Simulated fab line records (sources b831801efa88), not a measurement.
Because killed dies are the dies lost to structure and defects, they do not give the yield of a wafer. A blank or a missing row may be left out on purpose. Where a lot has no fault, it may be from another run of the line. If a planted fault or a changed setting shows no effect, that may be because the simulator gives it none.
A lot that was struck, set against a sound lot	flow sky130	15 steps out of a route of 708
Sound: these wafers, L139.1, L139.2, L139.4. Wafers L148.2, L148.5, L148.6 were the ones struck. Last of all comes the cause.
For every step that has rows: the tool of each side, followed by ch and its chambers, followed by its first start. Under that, the readings that differ: sound wafers	struck wafers	difference of the means	sigmas: that difference in standard deviations of wafers without a fault.
alike: readings whose means differ by less than 2 such deviations, and words and numbers that are the same on both sides. not compared: withheld readings, readings that some wafer has no value for, bounds like >300 that may hide the same value, and numbers for which the record gives no deviation and whose values overlap.
Wherever a step has rows on one side only, a row that says differs or no value, or a row with sigmas, the two part there. When numbers do not overlap yet have no deviation, they are printed without sigmas and do not part them. A reading that every wafer of one side lacks parts them only if that side has two wafers or more.

SKY_LOCAL_INTERCONNECT_RS_MEAS_01: measurement is done with a four-point probe.
  struck on film_metro-03, day 33 12:34; sound on film_metro-03, day 30 15:06
  alike: LOCAL_INTERCONNECT_TIN_RS
SKY_LOCAL_INTERCONNECT_THK_MEAS_02: measures by xrf.
  struck on film_metro-03, day 33 12:41; sound on film_metro-03, day 30 15:13
  alike: LOCAL_INTERCONNECT_TIN_THK
then, 8 steps without rows for these wafers: SKY_LOCAL_INTERCONNECT_DEHYDRATE_03 (time 60 s); SKY_LOCAL_INTERCONNECT_HMDS_04 (prime time 60 s); SKY_LOCAL_INTERCONNECT_COAT_05 (resist thk 60 nm); SKY_LOCAL_INTERCONNECT_COAT_06 (resist thk 450 nm); SKY_LOCAL_INTERCONNECT_SOFTBAKE_07 (time 90 s); SKY_LOCAL_INTERCONNECT_EXPOSE_08 (exposes mask LI1M, target cd 170 nm); SKY_LOCAL_INTERCONNECT_PEB_09; SKY_LOCAL_INTERCONNECT_DEVELOP_10 (develop time 60 s).
SKY_LOCAL_INTERCONNECT_CD_MEAS_11: the cd target is 170 nm.
  struck on cd_sem-02, day 34 15:55; sound on cd_sem-01, day 31 19:48
  alike: cd_nm
SKY_LOCAL_INTERCONNECT_OVL_MEAS_12:
  struck on overlay-01, day 34 16:01; sound on overlay-02, day 31 19:55
  alike: LOCAL_INTERCONNECT_OVL
SKY_LOCAL_INTERCONNECT_ETCH_13: etches BARC in N2/H2, stops on SiO2, time 45.9 s, target depth 60 nm.
  sound on rie_metal-02 ch 0,1, day 31 19:58; struck on rie_metal-03 ch 0, day 34 16:04
reading	sound	struck	difference	sigmas
oes_product_au (a.u.)	0.852 0.854 0.850	0.891 0.890 0.888	+0.038	+9
run_length_s (s)	74.3 74.3 74.4	72.0 72.1 72.7	-2.1	-6
  alike: chamber_pressure_mTorr, drypump_motor_current_A, throttle_valve_pct
  not compared: rf_hours_counter_h
SKY_LOCAL_INTERCONNECT_METAL_ETCH_14: etches TiN in Cl2/BCl3, stops on PSG, target depth 110 nm, time 31.4 s.
  sound on rie_metal-02 ch 0,1, day 31 20:01; struck on rie_metal-03 ch 0, day 34 16:11
  alike: chamber_pressure_mTorr, drypump_motor_current_A, oes_product_au, run_length_s, throttle_valve_pct
  not compared: rf_hours_counter_h
SKY_PAD_OPEN_PROBE_99:
  the record has rows for the sound wafers here (prober-02, day 47 08:52) and none for the struck ones

## WHERE THEY PART
At SKY_LOCAL_INTERCONNECT_ETCH_13 first; at SKY_PAD_OPEN_PROBE_99 last (within this record only).

WHY: whatever the simulator had introduced
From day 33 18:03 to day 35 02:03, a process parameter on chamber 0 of rie_metal-03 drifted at SKY_LOCAL_INTERCONNECT_ETCH_13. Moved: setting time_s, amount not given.
